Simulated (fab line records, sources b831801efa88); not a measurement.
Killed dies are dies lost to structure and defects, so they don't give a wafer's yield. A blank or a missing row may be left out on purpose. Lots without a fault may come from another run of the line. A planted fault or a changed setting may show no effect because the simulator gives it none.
Which tool did it? | flow gf180mcu | 15 lots, 45 wafers sampled, at 1 step of a route of 602

WHAT THE GAUGES READ, wafer by wafer
GF_CONTACT_OVL_MEAS_15. Usual: CONTACT_OVL -2 nm, standard deviation 5.4.
lot  | measured     | on         | CONTACT_OVL (nm) | flag
L458 | day 15 20:50 | overlay-01 | 3 0 -4           |
L459 | day 16 06:35 | overlay-01 | 0 10 0           |
L460 | day 16 16:20 | overlay-02 | -1 -1 1          |
L462 | day 17 15:13 | overlay-02 | 3 0 -2           |
L463 | day 18 06:02 | overlay-02 | -8 -4 -8         |
L464 | day 18 15:31 | overlay-01 | -1 -11 -3        |
L465 | day 18 23:05 | overlay-02 | -7 -8 0          |
L466 | day 19 15:29 | overlay-02 | 4 -2 5           |
L467 | day 20 00:11 | overlay-02 | -9 -3 -7         |
L468 | day 20 00:32 | overlay-01 | -3 -4 -5         |
L469 | day 20 05:59 | overlay-01 | -4 -5 -4         |
L472 | day 21 11:47 | overlay-01 | -6 -8 1          |
L478 | day 23 05:21 | overlay-01 | -11 -12 -13      |
L480 | day 24 02:29 | overlay-02 | -1 -3 -5         |
L481 | day 24 08:02 | overlay-01 | 0 -5 3           |

WHICH TOOL RAN EACH LOT (tool, then ch and the chambers of the sampled wafers, then the start)
The record holds no process step before these readings.

WHAT THE TOOLS THEMSELVES READ (means of the sampled wafers that have a number; where no wafer has one, the mark that the record gives instead)
The record holds no such reading with a usual standard deviation.

THE ANSWER, worked out from the rows above alone
Rule: a lot is off if the mean of its wafers that have a number lies more than 3 standard deviations from the usual mean. A lot without any number at a reading at which 4 lots or more have one is off too. The other lots that the step has rows for count as sound. The gauges are gone through in route order, then the tools' own readings, and for those a lot's mean is taken as printed above. The first step at which some lot is off is used, and at that step the reading that is off furthest; a lot without a number counts as furthest.
No lot is off at any reading shown: from this, nothing can be told.

WHAT THE SIMULATOR HAD PUT IN
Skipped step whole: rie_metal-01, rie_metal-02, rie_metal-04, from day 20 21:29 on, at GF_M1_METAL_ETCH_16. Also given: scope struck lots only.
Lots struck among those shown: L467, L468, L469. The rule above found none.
